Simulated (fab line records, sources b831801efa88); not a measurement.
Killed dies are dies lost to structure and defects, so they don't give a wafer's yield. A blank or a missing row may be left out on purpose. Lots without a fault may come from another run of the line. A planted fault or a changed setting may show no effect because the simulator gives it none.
Chamber matching | flow sky130 | SKY_VIA3_CMP_02 on cmp-01: 4 sister chambers
The step polishes SiO2. 8 wafers are shown with their chamber, then 8 later ones without.

WAFERS WITH THEIR CHAMBER
wafer  | chamber | motor_current_A (A) | edge_zone_pressure_frac
L407.4 | 2       | 12.6                | 0.997
L416.1 | 0       | 12.2                | 1.000
L416.3 | 3       | 13.1                | 1.000
L416.4 | 1       | 10.7                | 1.005
L420.1 | 0       | 12.6                | 0.999
L420.2 | 1       | 10.3                | 0.999
L420.5 | 3       | 13.3                | 0.996
L421.1 | 2       | 11.9                | 0.997

WAFERS WITHOUT THEIR CHAMBER
wafer  | motor_current_A (A) | edge_zone_pressure_frac
L421.2 | 13.1                | 0.999
L421.3 | 12.3                | 0.999
L424.2 | 12.5                | 0.996
L424.3 | 13.1                | 0.997
L424.4 | 11.0                | 1.005
L427.1 | 12.3                | 1.004
L427.5 | 12.8                | 0.992
L427.6 | 12.9                | 0.998

WHICH CHAMBER EACH WENT THROUGH
wafer  | from the rows above          | in truth
L421.2 | can't be placed: 3 or 0      | 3
L421.3 | can't be placed: 0 or 2      | 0
L424.2 | can't be placed: 2 or 0 or 3 | 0
L424.3 | can't be placed: 3 or 0      | 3
L424.4 | 1                            | 1
L427.1 | can't be placed: 0 or 2 or 3 | 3
L427.5 | can't be placed: 2 or 3 or 0 | 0
L427.6 | can't be placed: 3 or 0 or 2 | 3
Placed correctly: 1 of 8. Can't be placed from these rows: 7 (the true chamber is among the candidates in 7). Placed wrongly: 0.
How it was worked out, from the rows above alone: a wafer's distance from a chamber is the root of the sum, over the readings, of the square of ((its reading less the chamber's mean) divided by the reading's scatter). The wafer belongs to the nearest chamber; if the next one is less than 2 further off, it can't be placed. A chamber's mean is the mean of its shown wafers. The scatter: the root of (the sum of the squares of (reading less its chamber's mean) over the shown wafers, divided by (wafers less chambers)).
